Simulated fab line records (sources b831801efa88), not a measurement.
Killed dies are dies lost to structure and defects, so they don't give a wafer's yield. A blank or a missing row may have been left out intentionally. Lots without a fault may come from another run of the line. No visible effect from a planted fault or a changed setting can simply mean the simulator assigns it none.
Which tool was responsible? / flow sky130 / Sampling: 24 lots, 72 wafers, 6 of 708 route steps

WHAT EACH GAUGE READ, for each wafer
SKY_VT_ADJUST_NCORE_OVL_MEAS_08.
lot=L074; measured=day 8 09:47; on=overlay-02; VT_ADJUST_NCORE_OVL (nm)=-0.2 -1.7 0.6
lot=L075; measured=day 8 16:53; on=overlay-01; VT_ADJUST_NCORE_OVL (nm)=-0.4 -1.0 0.0
lot=L076; measured=day 9 00:17; on=overlay-02; VT_ADJUST_NCORE_OVL (nm)=-1.3 -0.4 2.0
lot=L077; measured=day 9 04:59; on=overlay-02; VT_ADJUST_NCORE_OVL (nm)=-1.0 -0.4 -0.3
lot=L078; measured=day 9 14:14; on=overlay-01; VT_ADJUST_NCORE_OVL (nm)=0.5 -0.2 0.0
lot=L079; measured=day 9 17:18; on=overlay-02; VT_ADJUST_NCORE_OVL (nm)=2.8 0.5 -1.4
lot=L080; measured=day 10 09:02; on=overlay-02; VT_ADJUST_NCORE_OVL (nm)=-0.8 -0.1 -0.1
lot=L081; measured=day 10 19:36; on=overlay-01; VT_ADJUST_NCORE_OVL (nm)=0.7 -3.6 -0.2
lot=L082; measured=day 11 00:54; on=overlay-01; VT_ADJUST_NCORE_OVL (nm)=2.1 1.5 0.8
lot=L083; measured=day 11 04:35; on=overlay-02; VT_ADJUST_NCORE_OVL (nm)=-1.4 -0.6 -2.7
lot=L084; measured=day 11 14:29; on=overlay-01; VT_ADJUST_NCORE_OVL (nm)=0.6 -1.0 0.5
lot=L085; measured=day 11 16:02; on=overlay-02; VT_ADJUST_NCORE_OVL (nm)=0.7 -0.9 -1.0
lot=L086; measured=day 12 05:26; on=overlay-01; VT_ADJUST_NCORE_OVL (nm)=-3.6 -2.7 -1.8
lot=L087; measured=day 12 05:39; on=overlay-01; VT_ADJUST_NCORE_OVL (nm)=-0.4 1.4 -0.4
lot=L088; measured=day 12 13:23; on=overlay-02; VT_ADJUST_NCORE_OVL (nm)=2.3 0.5 -0.2
lot=L089; measured=day 13 00:53; on=overlay-01; VT_ADJUST_NCORE_OVL (nm)=-2.9 -1.1 -2.3
lot=L090; measured=day 13 01:14; on=overlay-02; VT_ADJUST_NCORE_OVL (nm)=1.7 1.9 0.1
lot=L091; measured=day 13 10:02; on=overlay-02; VT_ADJUST_NCORE_OVL (nm)=-1.3 0.3 1.9
lot=L092; measured=day 13 17:15; on=overlay-01; VT_ADJUST_NCORE_OVL (nm)=1.5 -2.4 0.8
lot=L093; measured=day 14 08:33; on=overlay-02; VT_ADJUST_NCORE_OVL (nm)=2.4 2.0 4.6
lot=L094; measured=day 15 02:53; on=overlay-01; VT_ADJUST_NCORE_OVL (nm)=-1.4 -1.1 -1.6
lot=L096; measured=day 15 09:02; on=overlay-01; VT_ADJUST_NCORE_OVL (nm)=-2.0 -2.8 -2.3
lot=L095; measured=day 15 09:26; on=overlay-02; VT_ADJUST_NCORE_OVL (nm)=2.2 2.0 0.6
lot=L097; measured=day 15 19:48; on=overlay-01; VT_ADJUST_NCORE_OVL (nm)=0.4 1.9 -0.9

SKY_POLY_CUT_CD_MEAS_08: target cd 270 nm.
lot=L074; measured=day 24 05:40; on=cd sem-01; cd nm (nm)=270.8 270.3 270.5
lot=L075; measured=day 24 11:50; on=cd sem-02; cd nm (nm)=269.6 269.8 268.8
lot=L076; measured=day 25 00:13; on=cd sem-01; cd nm (nm)=271.1 268.8 269.5
lot=L077; measured=day 25 11:25; on=cd sem-02; cd nm (nm)=269.4 267.4 269.1
lot=L078; measured=day 25 15:41; on=cd sem-02; cd nm (nm)=269.6 269.2 268.8
lot=L079; measured=day 26 01:26; on=cd sem-01; cd nm (nm)=269.0 268.3 269.8
lot=L080; measured=day 26 16:23; on=cd sem-01; cd nm (nm)=272.2 271.1 271.3
lot=L081; measured=day 27 08:13; on=cd sem-01; cd nm (nm)=268.8 267.8 269.6
lot=L082; measured=day 27 13:14; on=cd sem-02; cd nm (nm)=268.0 268.9 268.8
lot=L083; measured=day 27 18:01; on=cd sem-01; cd nm (nm)=267.4 267.2 267.8
lot=L084; measured=day 28 05:04; on=cd sem-01; cd nm (nm)=269.9 267.1 267.4
lot=L085; measured=day 28 10:43; on=cd sem-01; cd nm (nm)=270.2 270.2 267.9
lot=L086; measured=day 28 21:10; on=cd sem-02; cd nm (nm)=269.5 269.6 270.7
lot=L087; measured=day 29 00:22; on=cd sem-01; cd nm (nm)=269.9 271.2 270.8
lot=L088; measured=day 29 10:17; on=cd sem-01; cd nm (nm)=270.9 271.3 271.1
lot=L089; measured=day 30 00:08; on=cd sem-01; cd nm (nm)=271.6 271.0 270.5
lot=L090; measured=day 30 02:55; on=cd sem-02; cd nm (nm)=268.6 269.6 270.0
lot=L091; measured=day 30 09:16; on=cd sem-01; cd nm (nm)=273.0 272.0 272.2
lot=L092; measured=day 30 13:36; on=cd sem-02; cd nm (nm)=272.0 273.2 271.9
lot=L093; measured=day 31 04:05; on=cd sem-01; cd nm (nm)=270.8 269.7 270.2
lot=L094; measured=day 31 21:16; on=cd sem-02; cd nm (nm)=273.3 272.3 273.4
lot=L096; measured=day 32 09:04; on=cd sem-02; cd nm (nm)=268.0 269.6 269.5
lot=L095; measured=day 32 06:58; on=cd sem-02; cd nm (nm)=270.1 269.7 270.5
lot=L097; measured=day 32 17:43; on=cd sem-01; cd nm (nm)=270.0 270.4 271.7

SKY_METAL5_RS_MEAS_05: uses a four-point probe to measure.
lot=L074; measured=day 43 08:00; on=film metro-04; METAL5_ALCU_RS (ohm/sq)=0.0269 0.0265 0.0270
lot=L075; measured=day 43 09:56; on=film metro-01; METAL5_ALCU_RS (ohm/sq)=0.0272 0.0266 0.0271
lot=L076; measured=day 43 19:16; on=film metro-04; METAL5_ALCU_RS (ohm/sq)=0.0268 0.0273 0.0275
lot=L077; measured=day 44 03:25; on=film metro-01; METAL5_ALCU_RS (ohm/sq)=0.0264 0.0269 0.0266
lot=L078; measured=day 44 07:53; on=film metro-01; METAL5_ALCU_RS (ohm/sq)=0.0271 0.0271 0.0268
lot=L079; measured=day 44 11:54; on=film metro-01; METAL5_ALCU_RS (ohm/sq)=0.0266 0.0270 0.0264
lot=L080; measured=day 45 01:22; on=film metro-03; METAL5_ALCU_RS (ohm/sq)=0.0272 0.0268 0.0267
lot=L081; measured=day 45 13:26; on=film metro-03; METAL5_ALCU_RS (ohm/sq)=0.0273 0.0274 0.0271
lot=L082; measured=day 45 14:13; on=film metro-03; METAL5_ALCU_RS (ohm/sq)=0.0272 0.0269 0.0273
lot=L083; measured=day 45 19:39; on=film metro-01; METAL5_ALCU_RS (ohm/sq)=0.0273 0.0275 0.0268
lot=L084; measured=day 46 17:17; on=film metro-03; METAL5_ALCU_RS (ohm/sq)=0.0271 0.0268 0.0274
lot=L085; measured=day 46 17:35; on=film metro-01; METAL5_ALCU_RS (ohm/sq)=0.0274 0.0272 0.0274
lot=L086; measured=day 46 17:45; on=film metro-03; METAL5_ALCU_RS (ohm/sq)=0.0273 0.0275 0.0273
lot=L087; measured=day 46 18:29; on=film metro-03; METAL5_ALCU_RS (ohm/sq)=0.0267 0.0270 0.0264
lot=L088; measured=day 47 01:47; on=film metro-03; METAL5_ALCU_RS (ohm/sq)=0.0270 0.0273 0.0272
lot=L089; measured=day 47 11:49; on=film metro-04; METAL5_ALCU_RS (ohm/sq)=0.0272 0.0275 0.0279
lot=L090; measured=day 47 12:50; on=film metro-01; METAL5_ALCU_RS (ohm/sq)=0.0275 0.0273 0.0273
lot=L091; measured=day 47 16:52; on=film metro-03; METAL5_ALCU_RS (ohm/sq)=0.0269 0.0264 0.0266
lot=L092; measured=day 48 03:43; on=film metro-03; METAL5_ALCU_RS (ohm/sq)=0.0273 0.0272 0.0275
lot=L093; measured=day 48 09:50; on=film metro-03; METAL5_ALCU_RS (ohm/sq)=0.0273 0.0274 0.0272
lot=L094; measured=day 49 04:47; on=film metro-03; METAL5_ALCU_RS (ohm/sq)=0.0276 0.0275 0.0275
lot=L096; measured=day 49 05:26; on=film metro-04; METAL5_ALCU_RS (ohm/sq)=0.0271 0.0272 0.0269
lot=L095; measured=day 49 05:05; on=film metro-01; METAL5_ALCU_RS (ohm/sq)=0.0275 0.0272 0.0271
lot=L097; measured=day 49 09:49; on=film metro-03; METAL5_ALCU_RS (ohm/sq)=0.0269 0.0269 0.0272

WHICH TOOL RAN EACH LOT (tool, then ch and the chambers of the sampled wafers, then the start)
lot=L074; SKY_POLY_GATE_ETCH_16=rie diel-01 ch 1,3, day 16 04:27; SKY_POLY_GATE_ETCH_17=rie si-01 ch 0,1,3, day 16 04:33; SKY_METAL2_ETCH_18=rie metal-04 ch 0, day 35 09:30
lot=L075; SKY_POLY_GATE_ETCH_16=rie diel-01 ch 0,1,3, day 16 14:19; SKY_POLY_GATE_ETCH_17=rie si-01 ch 0,1,3, day 16 14:25; SKY_METAL2_ETCH_18=rie metal-03 ch 0,1, day 35 14:22
lot=L076; SKY_POLY_GATE_ETCH_16=rie diel-01 ch 1,2,3, day 17 02:01; SKY_POLY_GATE_ETCH_17=rie si-02 ch 0,1,2, day 17 02:07; SKY_METAL2_ETCH_18=rie metal-01 ch 0,1, day 36 01:00
lot=L077; SKY_POLY_GATE_ETCH_16=rie diel-01 ch 1,2,3, day 17 06:18; SKY_POLY_GATE_ETCH_17=rie si-02 ch 1,2,3, day 17 06:24; SKY_METAL2_ETCH_18=rie metal-04 ch 0,1, day 36 09:58
lot=L078; SKY_POLY_GATE_ETCH_16=rie diel-03 ch 0,1,3, day 17 17:12; SKY_POLY_GATE_ETCH_17=rie si-01 ch 1,2, day 17 17:18; SKY_METAL2_ETCH_18=rie metal-01 ch 0,1, day 36 13:43
lot=L079; SKY_POLY_GATE_ETCH_16=rie diel-02 ch 2,3, day 17 22:40; SKY_POLY_GATE_ETCH_17=rie si-01 ch 1,2,3, day 17 22:46; SKY_METAL2_ETCH_18=rie metal-03 ch 0,1, day 36 21:22
lot=L080; SKY_POLY_GATE_ETCH_16=rie diel-02 ch 0,1,2, day 18 17:36; SKY_POLY_GATE_ETCH_17=rie si-01 ch 1,3, day 18 17:42; SKY_METAL2_ETCH_18=rie metal-04 ch 0,1, day 37 13:06
lot=L081; SKY_POLY_GATE_ETCH_16=rie diel-01 ch 0,1,2, day 19 09:46; SKY_POLY_GATE_ETCH_17=rie si-02 ch 1,2,3, day 19 09:52; SKY_METAL2_ETCH_18=rie metal-01 ch 0,1, day 38 02:11
lot=L082; SKY_POLY_GATE_ETCH_16=rie diel-01 ch 1,3, day 19 14:48; SKY_POLY_GATE_ETCH_17=rie si-02 ch 2,3, day 19 14:54; SKY_METAL2_ETCH_18=rie metal-03 ch 0, day 38 04:36
lot=L083; SKY_POLY_GATE_ETCH_16=rie diel-02 ch 0,1,3, day 19 21:00; SKY_POLY_GATE_ETCH_17=rie si-02 ch 1,2,3, day 19 21:06; SKY_METAL2_ETCH_18=rie metal-04 ch 0,1, day 38 12:18
lot=L084; SKY_POLY_GATE_ETCH_16=rie diel-01 ch 1,2,3, day 20 09:36; SKY_POLY_GATE_ETCH_17=rie si-01 ch 2,3, day 20 09:42; SKY_METAL2_ETCH_18=rie metal-03 ch 0,1, day 38 23:15
lot=L085; SKY_POLY_GATE_ETCH_16=rie diel-01 ch 0,3, day 20 15:19; SKY_POLY_GATE_ETCH_17=rie si-01 ch 1,2,3, day 20 15:25; SKY_METAL2_ETCH_18=rie metal-01 ch 0,1, day 39 01:54
lot=L086; SKY_POLY_GATE_ETCH_16=rie diel-02 ch 2,3, day 21 02:54; SKY_POLY_GATE_ETCH_17=rie si-02 ch 1,3, day 21 03:00; SKY_METAL2_ETCH_18=rie metal-03 ch 1, day 39 12:03
lot=L087; SKY_POLY_GATE_ETCH_16=rie diel-01 ch 1,3, day 21 05:00; SKY_POLY_GATE_ETCH_17=rie si-01 ch 0,3, day 21 05:06; SKY_METAL2_ETCH_18=rie metal-03 ch 0,1, day 39 13:57
lot=L088; SKY_POLY_GATE_ETCH_16=rie diel-02 ch 1,2, day 21 17:39; SKY_POLY_GATE_ETCH_17=rie si-02 ch 0,2,3, day 21 17:45; SKY_METAL2_ETCH_18=rie metal-04 ch 0,1, day 39 23:22
lot=L089; SKY_POLY_GATE_ETCH_16=rie diel-01 ch 1,2,3, day 22 08:37; SKY_POLY_GATE_ETCH_17=rie si-02 ch 1,2,3, day 22 08:43; SKY_METAL2_ETCH_18=rie metal-03 ch 0,1, day 40 10:40
lot=L090; SKY_POLY_GATE_ETCH_16=rie diel-01 ch 1,2, day 22 05:00; SKY_POLY_GATE_ETCH_17=rie si-01 ch 0,2, day 22 05:05; SKY_METAL2_ETCH_18=rie metal-01 ch 0,1, day 40 11:55
lot=L091; SKY_POLY_GATE_ETCH_16=rie diel-02 ch 0,1,2, day 22 15:49; SKY_POLY_GATE_ETCH_17=rie si-01 ch 0,1,3, day 22 15:55; SKY_METAL2_ETCH_18=rie metal-03 ch 0, day 40 18:00
lot=L092; SKY_POLY_GATE_ETCH_16=rie diel-01 ch 0,3, day 22 22:33; SKY_POLY_GATE_ETCH_17=rie si-02 ch 0,1,2, day 22 22:38; SKY_METAL2_ETCH_18=rie metal-01 ch 0,1, day 41 00:56
lot=L093; SKY_POLY_GATE_ETCH_16=rie diel-02 ch 1,2, day 23 16:00; SKY_POLY_GATE_ETCH_17=rie si-01 ch 0,3, day 23 16:06; SKY_METAL2_ETCH_18=rie metal-01 ch 0,1, day 41 12:36
lot=L094; SKY_POLY_GATE_ETCH_16=rie diel-01 ch 0,2, day 24 10:03; SKY_POLY_GATE_ETCH_17=rie si-02 ch 0,2,3, day 24 10:09; SKY_METAL2_ETCH_18=rie metal-04 ch 0,1, day 42 02:21
lot=L096; SKY_POLY_GATE_ETCH_16=rie diel-02 ch 2,3, day 24 22:36; SKY_POLY_GATE_ETCH_17=rie si-02 ch 0,3, day 24 22:41; SKY_METAL2_ETCH_18=rie metal-04 ch 0,1, day 42 12:34
lot=L095; SKY_POLY_GATE_ETCH_16=rie diel-01 ch 0,1,3, day 24 21:04; SKY_POLY_GATE_ETCH_17=rie si-01 ch 0,1, day 24 21:10; SKY_METAL2_ETCH_18=rie metal-04 ch 0,1, day 42 10:24
lot=L097; SKY_POLY_GATE_ETCH_16=rie diel-02 ch 1,2,3, day 25 07:00; SKY_POLY_GATE_ETCH_17=rie si-01 ch 0,1,3, day 25 07:07; SKY_METAL2_ETCH_18=rie metal-01 ch 0,1, day 42 20:19
- SKY_POLY_GATE_ETCH_16: etches Si3N4 in CH3F/O2, stops on poly-Si, time 147.5 s, target depth 75 nm.
- SKY_POLY_GATE_ETCH_17: etches poly-Si in HBr/Cl2, stops on SiO2, target depth 180 nm, time 70.5 s.
- SKY_METAL2_ETCH_18: etches BARC in N2/H2, stops on SiO2, time 45.9 s, target depth 60 nm.

WHAT THE TOOLS THEMSELVES READ (means of the sampled wafers that have a number; where no wafer has one, the mark that the record gives instead)
SKY_POLY_GATE_ETCH_16.
lot=L074; tool=rie diel-01; drypump motor current A (A)=4.9; oes product au (a.u.)=0.639; throttle valve pct (%)=10.534
lot=L075; tool=rie diel-01; drypump motor current A (A)=5.2; oes product au (a.u.)=0.644; throttle valve pct (%)=10.528
lot=L076; tool=rie diel-01; drypump motor current A (A)=5.3; oes product au (a.u.)=0.642; throttle valve pct (%)=10.535
lot=L077; tool=rie diel-01; drypump motor current A (A)=5.3; oes product au (a.u.)=0.633; throttle valve pct (%)=10.540
lot=L078; tool=rie diel-03; drypump motor current A (A)=6.0; oes product au (a.u.)=0.646; throttle valve pct (%)=10.537
lot=L079; tool=rie diel-02; drypump motor current A (A)=5.9; oes product au (a.u.)=0.644; throttle valve pct (%)=10.525
lot=L080; tool=rie diel-02; drypump motor current A (A)=5.8; oes product au (a.u.)=0.641; throttle valve pct (%)=10.532
lot=L081; tool=rie diel-01; drypump motor current A (A)=5.4; oes product au (a.u.)=0.643; throttle valve pct (%)=10.536
lot=L082; tool=rie diel-01; drypump motor current A (A)=4.9; oes product au (a.u.)=0.645; throttle valve pct (%)=10.534
lot=L083; tool=rie diel-02; drypump motor current A (A)=6.0; oes product au (a.u.)=0.643; throttle valve pct (%)=10.539
lot=L084; tool=rie diel-01; drypump motor current A (A)=5.3; oes product au (a.u.)=0.640; throttle valve pct (%)=10.532
lot=L085; tool=rie diel-01; drypump motor current A (A)=5.5; oes product au (a.u.)=0.641; throttle valve pct (%)=10.527
lot=L086; tool=rie diel-02; drypump motor current A (A)=5.9; oes product au (a.u.)=0.648; throttle valve pct (%)=10.532
lot=L087; tool=rie diel-01; drypump motor current A (A)=5.1; oes product au (a.u.)=0.640; throttle valve pct (%)=10.527
lot=L088; tool=rie diel-02; drypump motor current A (A)=5.6; oes product au (a.u.)=0.639; throttle valve pct (%)=10.535
lot=L089; tool=rie diel-01; drypump motor current A (A)=5.3; oes product au (a.u.)=0.634; throttle valve pct (%)=10.526
lot=L090; tool=rie diel-01; drypump motor current A (A)=5.1; oes product au (a.u.)=0.639; throttle valve pct (%)=10.532
lot=L091; tool=rie diel-02; drypump motor current A (A)=5.8; oes product au (a.u.)=0.636; throttle valve pct (%)=10.539
lot=L092; tool=rie diel-01; drypump motor current A (A)=5.4; oes product au (a.u.)=0.640; throttle valve pct (%)=10.535
lot=L093; tool=rie diel-02; drypump motor current A (A)=5.7; oes product au (a.u.)=0.637; throttle valve pct (%)=10.533
lot=L094; tool=rie diel-01; drypump motor current A (A)=5.8; oes product au (a.u.)=0.640; throttle valve pct (%)=10.536
lot=L096; tool=rie diel-02; drypump motor current A (A)=5.9; oes product au (a.u.)=0.637; throttle valve pct (%)=10.537
lot=L095; tool=rie diel-01; drypump motor current A (A)=5.2; oes product au (a.u.)=0.639; throttle valve pct (%)=10.540
lot=L097; tool=rie diel-02; drypump motor current A (A)=5.9; oes product au (a.u.)=0.643; throttle valve pct (%)=10.539

SKY_POLY_GATE_ETCH_17.
lot=L074; tool=rie si-01; drypump motor current A (A)=5.5; oes product au (a.u.)=0.985; throttle valve pct (%)=33.693
lot=L075; tool=rie si-01; drypump motor current A (A)=5.5; oes product au (a.u.)=0.988; throttle valve pct (%)=33.683
lot=L076; tool=rie si-02; drypump motor current A (A)=6.3; oes product au (a.u.)=0.985; throttle valve pct (%)=33.680
lot=L077; tool=rie si-02; drypump motor current A (A)=6.5; oes product au (a.u.)=0.990; throttle valve pct (%)=33.689
lot=L078; tool=rie si-01; drypump motor current A (A)=5.6; oes product au (a.u.)=0.985; throttle valve pct (%)=33.688
lot=L079; tool=rie si-01; drypump motor current A (A)=5.4; oes product au (a.u.)=0.988; throttle valve pct (%)=33.686
lot=L080; tool=rie si-01; drypump motor current A (A)=5.2; oes product au (a.u.)=0.979; throttle valve pct (%)=33.687
lot=L081; tool=rie si-02; drypump motor current A (A)=6.4; oes product au (a.u.)=0.979; throttle valve pct (%)=33.686
lot=L082; tool=rie si-02; drypump motor current A (A)=6.4; oes product au (a.u.)=0.986; throttle valve pct (%)=33.679
lot=L083; tool=rie si-02; drypump motor current A (A)=6.4; oes product au (a.u.)=0.985; throttle valve pct (%)=33.682
lot=L084; tool=rie si-01; drypump motor current A (A)=5.0; oes product au (a.u.)=0.990; throttle valve pct (%)=33.680
lot=L085; tool=rie si-01; drypump motor current A (A)=5.4; oes product au (a.u.)=0.993; throttle valve pct (%)=33.680
lot=L086; tool=rie si-02; drypump motor current A (A)=6.5; oes product au (a.u.)=0.980; throttle valve pct (%)=33.683
lot=L087; tool=rie si-01; drypump motor current A (A)=5.4; oes product au (a.u.)=0.969; throttle valve pct (%)=33.687
lot=L088; tool=rie si-02; drypump motor current A (A)=6.2; oes product au (a.u.)=0.990; throttle valve pct (%)=33.679
lot=L089; tool=rie si-02; drypump motor current A (A)=6.4; oes product au (a.u.)=0.984; throttle valve pct (%)=33.683
lot=L090; tool=rie si-01; drypump motor current A (A)=5.6; oes product au (a.u.)=0.975; throttle valve pct (%)=33.684
lot=L091; tool=rie si-01; drypump motor current A (A)=5.5; oes product au (a.u.)=0.983; throttle valve pct (%)=33.685
lot=L092; tool=rie si-02; drypump motor current A (A)=6.3; oes product au (a.u.)=0.994; throttle valve pct (%)=33.681
lot=L093; tool=rie si-01; drypump motor current A (A)=5.4; oes product au (a.u.)=0.985; throttle valve pct (%)=33.687
lot=L094; tool=rie si-02; drypump motor current A (A)=6.2; oes product au (a.u.)=0.981; throttle valve pct (%)=33.692
lot=L096; tool=rie si-02; drypump motor current A (A)=6.0; oes product au (a.u.)=0.982; throttle valve pct (%)=33.684
lot=L095; tool=rie si-01; drypump motor current A (A)=5.8; oes product au (a.u.)=0.987; throttle valve pct (%)=33.677
lot=L097; tool=rie si-01; drypump motor current A (A)=5.5; oes product au (a.u.)=0.988; throttle valve pct (%)=33.676

SKY_METAL2_ETCH_18.
lot=L074; tool=rie metal-04; drypump motor current A (A)=5.5; oes product au (a.u.)=0.858; throttle valve pct (%)=13.227
lot=L075; tool=rie metal-03; drypump motor current A (A)=6.0; oes product au (a.u.)=0.857; throttle valve pct (%)=13.229
lot=L076; tool=rie metal-01; drypump motor current A (A)=5.8; oes product au (a.u.)=0.851; throttle valve pct (%)=13.229
lot=L077; tool=rie metal-04; drypump motor current A (A)=5.3; oes product au (a.u.)=0.853; throttle valve pct (%)=13.224
lot=L078; tool=rie metal-01; drypump motor current A (A)=5.7; oes product au (a.u.)=0.851; throttle valve pct (%)=13.234
lot=L079; tool=rie metal-03; drypump motor current A (A)=6.0; oes product au (a.u.)=0.860; throttle valve pct (%)=13.225
lot=L080; tool=rie metal-04; drypump motor current A (A)=5.4; oes product au (a.u.)=0.852; throttle valve pct (%)=13.224
lot=L081; tool=rie metal-01; drypump motor current A (A)=5.8; oes product au (a.u.)=0.857; throttle valve pct (%)=13.226
lot=L082; tool=rie metal-03; drypump motor current A (A)=5.5; oes product au (a.u.)=0.851; throttle valve pct (%)=13.229
lot=L083; tool=rie metal-04; drypump motor current A (A)=5.4; oes product au (a.u.)=0.855; throttle valve pct (%)=13.219
lot=L084; tool=rie metal-03; drypump motor current A (A)=6.0; oes product au (a.u.)=0.850; throttle valve pct (%)=13.224
lot=L085; tool=rie metal-01; drypump motor current A (A)=5.7; oes product au (a.u.)=0.858; throttle valve pct (%)=13.219
lot=L086; tool=rie metal-03; drypump motor current A (A)=6.3; oes product au (a.u.)=0.854; throttle valve pct (%)=13.228
lot=L087; tool=rie metal-03; drypump motor current A (A)=6.0; oes product au (a.u.)=0.853; throttle valve pct (%)=13.233
lot=L088; tool=rie metal-04; drypump motor current A (A)=5.3; oes product au (a.u.)=0.854; throttle valve pct (%)=13.228
lot=L089; tool=rie metal-03; drypump motor current A (A)=5.8; oes product au (a.u.)=0.855; throttle valve pct (%)=13.227
lot=L090; tool=rie metal-01; drypump motor current A (A)=5.8; oes product au (a.u.)=0.852; throttle valve pct (%)=13.221
lot=L091; tool=rie metal-03; drypump motor current A (A)=5.5; oes product au (a.u.)=0.860; throttle valve pct (%)=13.217
lot=L092; tool=rie metal-01; drypump motor current A (A)=5.8; oes product au (a.u.)=0.855; throttle valve pct (%)=13.234
lot=L093; tool=rie metal-01; drypump motor current A (A)=5.8; oes product au (a.u.)=0.856; throttle valve pct (%)=13.229
lot=L094; tool=rie metal-04; drypump motor current A (A)=5.3; oes product au (a.u.)=0.857; throttle valve pct (%)=13.224
lot=L096; tool=rie metal-04; drypump motor current A (A)=5.4; oes product au (a.u.)=0.858; throttle valve pct (%)=13.236
lot=L095; tool=rie metal-04; drypump motor current A (A)=5.4; oes product au (a.u.)=0.856; throttle valve pct (%)=13.216
lot=L097; tool=rie metal-01; drypump motor current A (A)=5.8; oes product au (a.u.)=0.856; throttle valve pct (%)=13.233

THE ANSWER, worked out from the rows above alone
Rule: what is usual is taken from the lots themselves. The widest of any qualifying gaps counts: lots, ordered by their means at a reading, are off when they make up no more than a third of the lots, leave a main group of 4 or more, and stand apart from it by 3 or more times the standard deviation of that group's means. If all means in a main group match to the digits the tables above print for the reading, that group is not used. A lot without any number at a reading at which 4 lots or more have one is off too. Any other lot the step has rows for is counted as sound. Order of review: gauges by route order, followed by the tools' own readings, for which a lot's mean as printed above is used. The first step at which some lot is off is used, and at that step the reading that is off furthest; a lot without a number counts as furthest.
No lot is off on any of the readings shown, so nothing can be concluded from this.

WHAT THE SIMULATOR HAD PUT IN
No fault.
